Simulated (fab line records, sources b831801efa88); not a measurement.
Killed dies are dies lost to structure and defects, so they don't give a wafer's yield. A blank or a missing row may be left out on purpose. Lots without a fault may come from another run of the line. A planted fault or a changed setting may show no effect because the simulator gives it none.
fab line records | flow sky130
record lots=6 wafers=18 last_day=50
route steps=708 shown METAL4@622 PAD_OPEN@708
lots that met no fault: from a run of the same line without faults
start_h: hours from the record's first day to the start of the lot's first wafer shown | wait_h: hours since the lot's step before | " the same as in the row above | L1.1+2: a row that stands for several wafers | - no value, or no start given | * or withheld: withheld | < > ~ a bound
route shown NAME@n: a module of which the file shows steps, and the number in the route of the first | usual: mean/standard deviation of fault-free wafers | same: alike in all rows | chamber/n: place in a boat | sites: the reading at each site | _std_site: their standard deviation | _edge_site: outer sites' mean less inner sites' | radius_mm: how far each site lies from the wafer's centre | mask NAME#n: copy n | behind: the tool/chamber that last shaped the wafer | hold: why the lot was held/for how many hours/how that ended | device: the transistor (n, p or np) that didn't switch | end of line: the same wafers' tests at the end of the route | a step without rows: its recipe alone | killed: dies lost to structure and defects at the first sort, not the wafer's yield | map: a wafer's dies, x killed, . not, _ none there
set.NAME: the setting as run; set.NAME@STEP: as run at that earlier step | model.NAME: the simulator's own value behind a step, which no gauge read
lots at some steps of the route; a table a step, a row a wafer
services: from which hour (start_h, from the record's first day; less than 0 if before it) a tool's chamber was out of use, for how many hours, and why
## steps
# step SKY_METAL4_HMDS_06
# recipe prime_time_s=60 prime_temp_c=120
# step SKY_METAL4_COAT_07
# recipe resist=BARC temp_c=withheld time_s=withheld spin_rpm=3000 resist_thk_nm=60
# step SKY_METAL4_COAT_08
# recipe resist=KrF-thick spin_rpm=3000 resist_thk_nm=1140
# step SKY_METAL4_SOFTBAKE_09
# recipe temp_c=100 time_s=90 resist=KrF-thick
# step SKY_METAL4_EXPOSE_10
# recipe mask_id=MM4 na=0.68 source_shape=annular sigma_inner=0.4 sigma_outer=0.8 target_cd_nm=300 dose_mj=28
# step SKY_METAL4_PEB_11
# recipe peb_temp_c=withheld peb_time_s=withheld resist=KrF-thick
# step SKY_METAL4_DEVELOP_12
# recipe develop_time_s=60 resist=KrF-thick dev_temp_c=21
# step SKY_METAL4_CD_MEAS_13
# recipe target_cd_nm=300
# usual cd_nm=300.3/1.3
# columns lot.wafer tool chamber start_h wait_h cd_nm
L165.1 cd_sem-01 - 1008.76 - 300.8
L165.5 " - " " 299.7
L165.6 " - " " 299.3
L167.2 cd_sem-02 - 1031.36 - 302.5
L167.3 " - " " 302.0
L167.5 " - " " 302.7
L168.2 cd_sem-02 - 1041.01 - 298.7
L168.3 " - " " 298.1
L168.5 " - " " 298.2
L173.1 cd_sem-01 - 1065.41 - 300.9
L173.2 " - " " 301.0
L173.5 " - " " 301.6
L177.1 cd_sem-01 - 1089.41 - 301.2
L177.3 " - " " 302.0
L177.5 " - " " 301.4
L183.1 cd_sem-02 - 1117.84 - 299.9
L183.3 " - " " 299.0
L183.6 " - " " 299.4
# step SKY_METAL4_OVL_MEAS_14
# usual METAL4_OVL=-1/5.5
# columns lot.wafer tool chamber start_h wait_h METAL4_OVL[nm]
L165.1 overlay-02 - 1008.88 0.1 -10
L165.5 " - " " -2
L165.6 " - " " -12
L167.2 overlay-02 - 1031.47 0.1 -1
L167.3 " - " " 1
L167.5 " - " " -3
L168.2 overlay-01 - 1041.12 0.1 10
L168.3 " - " " 0
L168.5 " - " " -1
L173.1 overlay-01 - 1065.53 0.1 -7
L173.2 " - " " 1
L173.5 " - " " -5
L177.1 overlay-02 - 1089.53 0.1 0
L177.3 " - " " -6
L177.5 " - " " 0
L183.1 overlay-02 - 1117.96 0.1 2
L183.3 " - " " 3
L183.6 " - " " 1
# step SKY_METAL4_DESCUM_15
# recipe chemistry=O2 source_power_w=150 bias_power_w=0 pressure_mtorr=10 temp_c=40 time_s=8
# usual drypump_motor_current_A=6.0/0.41 oes_product_au=1.000/0.0099 rf_fwd_power_W=147.2/0.68
# columns lot.wafer tool chamber start_h wait_h drypump_motor_current_A oes_product_au rf_fwd_power_W rf_hours_counter_h
L165.1 rie_metal-04 0 1008.91 0.0 5.4 1.004 148.2 20
L165.5 " 0 " " 5.4 0.999 147.4 -
L165.6 " 1 " " 6.0 1.008 147.1 -
L167.2 rie_metal-01 0 1031.50 0.0 6.4 1.002 147.3 16
L167.3 " 1 " " 6.5 1.017 148.0 -
L167.5 " 1 " " 6.5 1.014 147.7 -
L168.2 rie_metal-01 0 1041.15 0.0 6.3 0.999 147.6 16
L168.3 " 1 " " 6.5 1.016 146.8 -
L168.5 " 1 " " 6.5 1.016 146.8 -
L173.1 rie_metal-03 0 1065.57 0.0 5.8 0.993 147.4 12
L173.2 " 1 " " 6.3 0.998 146.3 12
L173.5 " 1 " " 6.3 0.999 147.0 -
L177.1 rie_metal-03 0 1089.56 0.0 5.8 0.993 148.0 14
L177.3 " 0 " " 5.8 0.985 148.2 -
L177.5 " 0 " " 5.8 0.997 147.6 -
L183.1 rie_metal-03 0 1118.00 0.0 5.8 0.983 146.8 16
L183.3 " 0 " " 5.8 0.981 147.5 -
L183.6 " 0 " " 5.8 0.974 147.3 -
# step SKY_METAL4_ETCH_16
# recipe chemistry=N2/H2 target=BARC ion_energy_ev=200 bias_w=100 pressure_mtorr=30 n2_flow_sccm=100 h2_flow_sccm=200 icp_w=500 stop_on=SiO2 time_s=88.2 target_depth_a=600
# usual drypump_motor_current_A=6.0/0.41 n2_flow_sccm=100.01/0.28 oes_product_au=0.626/0.0046 rf_fwd_power_W=496.6/1.9 throttle_valve_pct=13.204/0.009
# columns lot.wafer tool chamber start_h wait_h drypump_motor_current_A n2_flow_sccm oes_product_au rf_fwd_power_W rf_hours_counter_h throttle_valve_pct
L165.1 rie_metal-04 0 1008.94 0.0 5.4 99.66 0.614 497.8 20 13.205
L165.5 " 0 " " 5.3 99.95 0.624 497.6 - 13.203
L165.6 " 1 " " 5.9 100.27 0.628 492.9 - 13.207
L167.2 rie_metal-01 0 1031.53 0.0 6.4 100.07 0.624 496.0 16 13.214
L167.3 " 1 " " 6.5 99.97 0.621 499.4 - 13.207
L167.5 " 1 " " 6.5 99.97 0.622 495.1 - 13.209
L168.2 rie_metal-01 0 1041.18 0.0 6.4 100.57 0.621 501.4 16 13.211
L168.3 " 1 " " 6.5 100.12 0.632 496.7 - 13.211
L168.5 " 1 " " 6.5 99.82 0.626 495.4 - 13.211
L173.1 rie_metal-03 0 1065.60 0.0 5.8 99.91 0.627 496.3 12 13.209
L173.2 " 1 " " 6.3 100.01 0.626 494.1 12 13.205
L173.5 " 1 " " 6.4 99.97 0.627 496.0 - 13.191
L177.1 rie_metal-03 0 1089.59 0.0 5.8 100.11 0.622 500.7 14 13.177
L177.3 " 0 " " 5.8 100.02 0.633 499.0 - 13.202
L177.5 " 0 " " 5.8 100.31 0.626 496.8 - 13.208
L183.1 rie_metal-03 0 1118.03 0.0 5.8 99.79 0.628 499.7 16 13.204
L183.3 " 0 " " 5.8 100.15 0.634 498.8 - 13.209
L183.6 " 0 " " 5.8 100.13 0.630 498.1 - 13.189
# step SKY_METAL4_ETCH_17
# recipe target=SiO2 stop_on=TiN chemistry=C4F8/O2/Ar source_w=1500 bias_w=1200 pressure_mtorr=40 c4f8_flow_sccm=withheld O2_flow_sccm=6 Ar_flow_sccm=300 time_s=3.9 target_depth_a=150
# usual oes_product_au=0.753/0.0069 rf_fwd_power_W=1468/6.8
# columns lot.wafer tool chamber start_h wait_h oes_product_au rf_fwd_power_W
L165.1 rie_diel-04 1 1009.04 0.1 0.745 1468
L165.5 " 0 " " 0.754 1463
L165.6 " 1 " " 0.752 1464
L167.2 rie_diel-04 3 1031.63 0.1 0.755 1481
L167.3 " 1 " " 0.751 1459
L167.5 " 2 " " 0.756 1470
L168.2 rie_diel-03 0 1041.28 0.1 0.741 1461
L168.3 " 1 " " 0.755 1472
L168.5 " 1 " " 0.763 1469
L173.1 rie_diel-04 0 1065.70 0.1 0.759 1470
L173.2 " 1 " " 0.747 1459
L173.5 " 2 " " 0.760 1476
L177.1 rie_diel-04 1 1089.69 0.1 0.750 1452
L177.3 " 3 " " 0.748 1481
L177.5 " 0 " " 0.760 1469
L183.1 rie_diel-04 0 1118.13 0.1 0.739 1468
L183.3 " 3 " " 0.749 1475
L183.6 " 1 " " 0.760 1461
# step SKY_METAL4_METAL_ETCH_18
# recipe target_depth_a=8450 stop_on=SiO2 over_etch_frac=0.3 time_s=183.1 chemistry=Cl2/BCl3 resist_sidewall_deg=88 pressure_mtorr=10 icp_w=900 bias_w=48.5 Cl2_flow_sccm=60 bcl3_flow_sccm=30
# usual drypump_motor_current_A=6.0/0.39 oes_product_au=0.866/0.0058 rf_fwd_power_W=897.3/2.8 throttle_valve_pct=22.265/0.0088
# columns lot.wafer tool chamber start_h wait_h drypump_motor_current_A oes_product_au rf_fwd_power_W rf_hours_counter_h throttle_valve_pct model.KrF-thick_of_METAL4_COAT_08.thk_nm model.METAL4.cd_nm model.SiO2_of_VIA3_HDPCVD_00.thk_nm
L165.1 rie_metal-01 0 1009.06 0.0 6.4 0.862 900.1 15 22.271 539.4 302.3 437.4
L165.5 " 0 " " 6.4 0.866 899.2 - 22.265 540.6 301.9 435
L165.6 " 1 " " 6.5 0.872 897.7 - 22.251 515.3 303.6 433.2
L167.2 rie_metal-04 0 1031.71 0.1 5.4 0.860 903.3 - 22.271 612.1 317.5 439.7
L167.3 " 0 " " 5.4 0.855 898.2 - 22.275 603 318.5 439.9
L167.5 " 0 " " 5.4 0.861 899.6 - 22.276 600.2 318.4 438.2
L168.2 rie_metal-04 1 1041.30 0.0 5.9 0.870 893.4 0 22.268 608.5 309.5 439.5
L168.3 " 0 " " 5.4 0.866 899.0 - 22.266 611.4 313.1 438.7
L168.5 " 0 " " 5.4 0.861 895.9 - 22.272 608.7 312 438.2
L173.1 rie_metal-01 0 1065.72 0.0 6.3 0.866 902.0 18 22.259 530.6 299.7 435.1
L173.2 " 0 " " 6.4 0.869 898.7 - 22.278 531.6 298.6 436.8
L173.5 " 0 " " 6.4 0.868 895.4 - 22.267 528.3 304.4 434.9
L177.1 rie_metal-01 0 1089.71 0.0 6.4 0.869 898.8 21 22.255 524.1 305.5 436.3
L177.3 " 1 " " 6.5 0.868 897.1 - 22.254 507.2 311 433.3
L177.5 " 0 " " 6.3 0.870 900.7 - 22.261 520.8 307.1 434.7
L183.1 rie_metal-04 0 1118.15 0.0 5.4 0.874 893.5 29 22.253 518.5 304.1 437.6
L183.3 " 1 " " 5.9 0.874 896.4 - 22.252 524.3 298.5 436.6
L183.6 " 1 " " 5.9 0.863 896.0 - 22.273 527.6 298.6 434.8
# step SKY_METAL4_STRIP_19
# recipe chemistry=O2/N2 power_w=1400 pressure_mtorr=1500 platen_temp_c=withheld o2_flow_sccm=3000 n2_flow_sccm=300 overash_fraction=0.5
# usual drypump_motor_current_A=5.8/0.31 n2_flow_sccm=299.9/0.93 oes_product_au=0.501/0.0055 strip_time_to_endpoint_s=6.53/0.076
# columns lot.wafer tool chamber start_h wait_h drypump_motor_current_A n2_flow_sccm oes_product_au rf_hours_counter_h strip_time_to_endpoint_s
L165.1 plasma_asher-04 0 1009.24 0.1 5.9 299.7 0.501 86 6.65
L165.5 " 1 " " 6.5 299.7 0.505 - 6.66
L165.6 " 0 " " 6.0 298.2 0.499 - 6.42
L167.2 plasma_asher-01 0 1032.00 0.2 5.9 300.4 0.537 28 7.39
L167.3 " 0 " " 5.9 301.5 0.535 - 7.29
L167.5 " 1 " " 5.7 299.8 0.535 - 7.25
L168.2 plasma_asher-03 0 1041.47 0.1 5.5 299.9 0.538 126 7.33
L168.3 " 1 " " 5.5 298.6 0.536 - 7.36
L168.5 " 1 " " 5.5 301.4 0.532 - 7.35
L173.1 plasma_asher-04 0 1066.07 0.3 5.9 300.8 0.492 90 6.57
L173.2 " 1 " " 6.4 299.3 0.502 90 6.57
L173.5 " 1 " " 6.4 299.9 0.501 - 6.55
L177.1 plasma_asher-04 1 1089.89 0.1 6.4 299.7 0.499 93 6.51
L177.3 " 0 " " 5.9 300.8 0.493 - 6.34
L177.5 " 0 " " 5.9 299.3 0.499 - 6.46
L183.1 plasma_asher-01 0 1118.32 0.1 5.9 299.1 0.501 35 6.45
L183.3 " 1 " " 5.7 299.2 0.502 - 6.50
L183.6 " 1 " " 5.7 299.1 0.507 - 6.54
# step SKY_METAL4_STRIP_20
# recipe chemistry=post_etch_residue_remover time_s=1200 temp_c=72.5
# step SKY_PAD_OPEN_PROBE_99
# columns lot.wafer tool chamber start_h wait_h model.etest.met4.width_nm model.etest.met4_comb.leak_log10_a_um
L165.1 prober-01 - 1101.08 0.1 300.8 -12
L165.5 prober-01 - 1101.28 0.2 301.3 -11.9
L165.6 prober-01 - 1101.33 0.2 302.6 -11.93
L167.2 prober-02 - 1121.66 0.1 319.1 -11.95
L167.3 prober-02 - 1121.71 0.2 313.8 -12
L167.5 prober-02 - 1121.81 0.2 316.7 -12.01
L168.2 prober-01 - 1129.29 0.1 310.7 -11.6
L168.3 prober-01 - 1129.34 0.2 314.3 -11.57
L168.5 prober-01 - 1129.44 0.2 316.6 -11.67
L173.1 prober-01 - 1153.37 0.1 300.1 -12.1
L173.2 prober-01 - 1153.42 0.1 299 -12
L173.5 prober-01 - 1153.57 0.2 303.2 -11.97
L177.1 prober-01 - 1171.81 0.1 305.2 -12.17
L177.3 prober-01 - 1171.91 0.2 312.2 -11.95
L177.5 prober-01 - 1172.01 0.2 307 -12.17
L183.1 prober-02 - 1195.77 0.1 301.8 -11.95
L183.3 prober-02 - 1195.87 0.2 300.7 -11.96
L183.6 prober-02 - 1196.02 0.2 297.8 -12.02
# killed by level:class
L165.1 CONTACT:geometric_particle:open=10 VIA1:geometric_particle:open=10 LI_CONTACT:geometric_particle:open=8 CONTACT:geometric_particle:short=7 POLY_GATE:geometric_particle:open=6 VIA1:geometric_particle:short=6 VIA2:geometric_particle:open=6 FIELD_ISO:geometric_particle:short=5
L165.5 CONTACT:geometric_particle:open=19 VIA1:geometric_particle:open=10 FIELD_ISO:geometric_particle:open=9 VIA2:geometric_particle:open=8 LI_CONTACT:geometric_particle:open=7 VIA3:geometric_particle:open=6 FIELD_ISO:geometric_particle:short=5 METAL1:geometric_particle:short=5
L165.6 CONTACT:geometric_particle:open=10 VIA1:geometric_particle:short=9 FIELD_ISO:geometric_particle:open=8 VIA1:geometric_particle:open=8 FIELD_ISO:geometric_particle:short=7 VIA2:geometric_particle:open=7 LI_CONTACT:geometric_particle:open=6 METAL2:geometric_particle:short=6
L167.2 METAL2:geometric_particle:short=10 VIA3:geometric_particle:open=10 CONTACT:geometric_particle:open=9 VIA1:geometric_particle:open=9 VIA2:geometric_particle:open=7 METAL1:geometric_particle:short=6 VIA1:geometric_particle:short=5 FIELD_ISO:geometric_particle:short=4
L167.3 CONTACT:geometric_particle:open=12 VIA1:geometric_particle:open=12 LI_CONTACT:geometric_particle:open=11 VIA3:geometric_particle:open=8 METAL1:geometric_particle:short=6 VIA1:geometric_particle:short=6 CONTACT:geometric_particle:short=5 POLY_GATE:geometric_particle:open=4
L167.5 VIA1:geometric_particle:open=12 METAL2:geometric_particle:short=8 FIELD_ISO:geometric_particle:short=7 CONTACT:geometric_particle:open=7 METAL1:geometric_particle:short=7 LI_CONTACT:geometric_particle:open=6 VIA1:geometric_particle:short=5 VIA2:geometric_particle:open=5
L173.1 VIA2:geometric_particle:open=7 VIA1:geometric_particle:open=7 VIA3:geometric_particle:open=6 METAL1:geometric_particle:short=5 METAL4:geometric_particle:short=5 FIELD_ISO:geometric_particle:short=4 CONTACT:geometric_particle:short=4 LOCAL_INTERCONNECT:geometric_particle:short=4
L173.2 VIA2:geometric_particle:open=11 VIA1:geometric_particle:open=9 METAL2:geometric_particle:short=7 CONTACT:geometric_particle:open=6 VIA3:geometric_particle:open=6 LI_CONTACT:geometric_particle:open=5 POLY_GATE:geometric_particle:open=4 CONTACT:geometric_particle:short=4
L173.5 VIA1:geometric_particle:open=12 CONTACT:geometric_particle:open=10 CONTACT:geometric_particle:short=8 VIA2:geometric_particle:open=7 LI_CONTACT:geometric_particle:open=7 LOCAL_INTERCONNECT:geometric_particle:short=5 VIA3:geometric_particle:open=5 FIELD_ISO:geometric_particle:open=4
L177.1 LI_CONTACT:geometric_particle:open=8 VIA1:geometric_particle:open=8 VIA2:geometric_particle:open=8 CONTACT:geometric_particle:open=7 VIA1:geometric_particle:short=7 METAL1:geometric_particle:short=6 CONTACT:geometric_particle:short=5 VIA3:geometric_particle:open=5
L177.3 CONTACT:geometric_particle:open=10 LI_CONTACT:geometric_particle:short=6 VIA3:geometric_particle:open=6 METAL1:geometric_particle:short=6 VIA3:geometric_particle:short=5 POLY_GATE:geometric_particle:open=4 VIA2:geometric_particle:open=4 VIA1:geometric_particle:open=4
L177.5 VIA1:geometric_particle:open=12 LI_CONTACT:geometric_particle:open=8 VIA3:geometric_particle:open=7 VIA1:geometric_particle:short=6 CONTACT:geometric_particle:open=4 POLY_GATE:geometric_particle:open=3 METAL1:geometric_particle:short=3 VIA2:geometric_particle:short=3
L183.1 LOCAL_INTERCONNECT:geometric_particle:short=7 LI_CONTACT:geometric_particle:open=6 VIA1:geometric_particle:open=6 METAL2:geometric_particle:short=5 VIA3:geometric_particle:open=5 METAL1:geometric_particle:short=4 FIELD_ISO:geometric_particle:open=3 CONTACT:geometric_particle:open=3
L183.3 CONTACT:geometric_particle:open=11 VIA1:geometric_particle:open=9 METAL1:geometric_particle:short=7 CONTACT:geometric_particle:short=6 METAL2:geometric_particle:short=6 VIA2:geometric_particle:open=5 LI_CONTACT:geometric_particle:open=4 VIA3:geometric_particle:open=4
L183.6 METAL1:geometric_particle:short=7 VIA1:geometric_particle:open=7 VIA1:geometric_particle:short=6 LI_CONTACT:geometric_particle:open=6 CONTACT:geometric_particle:open=6 VIA3:geometric_particle:open=5 METAL4:geometric_particle:short=4 POLY_GATE:geometric_particle:open=3
## services
# columns tool chamber start_h hours kind
rie_diel-03 2 994.68 5.5 repair
plasma_asher-04 - 1012.14 22.7 repair
rie_metal-04 1 1015.41 - clean
rie_metal-04 1 1015.41 17.4 scheduled_down
rie_metal-04 1 1015.41 17.4 vent_cycle
plasma_asher-01 - 1032.50 28.1 pm
plasma_asher-03 - 1046.26 4.2 repair
rie_metal-03 - 1051.90 0.4 repair
plasma_asher-03 - 1055.25 9.0 pm
plasma_asher-03 0 1055.25 9.0 vent_cycle
plasma_asher-03 1 1055.25 9.0 vent_cycle
rie_metal-01 1 1062.10 17.8 repair
plasma_asher-03 0 1064.25 - clean
plasma_asher-03 1 1064.25 - clean
rie_metal-03 - 1074.59 2.8 pm
rie_diel-04 - 1074.79 14.6 pm
plasma_asher-04 - 1091.17 0.9 repair
rie_diel-04 0 1095.57 2.7 repair
plasma_asher-03 - 1114.93 28.1 pm
## key
first_sign step=SKY_METAL4_STRIP_19 reading=strip_time_to_endpoint_s direction=up sigmas=11 usual=* struck=*
effect step=SKY_METAL4_STRIP_19 reading=oes_product_au direction=up sigmas=6.3 usual=0.501 struck=0.536
model_effect step=SKY_METAL4_METAL_ETCH_18 value=KrF-thick_of_METAL4_COAT_08.thk_nm without=520.8 struck=607.3
model_effect step=SKY_PAD_OPEN_PROBE_99 value=etest.met4.width_nm without=305.8 struck=315.2
met_at SKY_METAL4_METAL_ETCH_18
struck_wafers L167.2,L167.3,L167.5,L168.2,L168.3,L168.5
sort_left_out L168.2,L168.3,L168.5
also_fits SKY_METAL4_DESCUM_15:rie_metal-01,SKY_METAL4_ETCH_16:rie_metal-01
fault kind=process_parameter_drift tool=rie_metal-04 chamber=- onset_h=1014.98 steps=SKY_METAL4_METAL_ETCH_18 channel=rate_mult offset=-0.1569 shape=step end_h=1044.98
# sort_left_out: the simulated sort isn't trusted on such a fault, so these wafers' sort isn't shown, and their yield isn't known
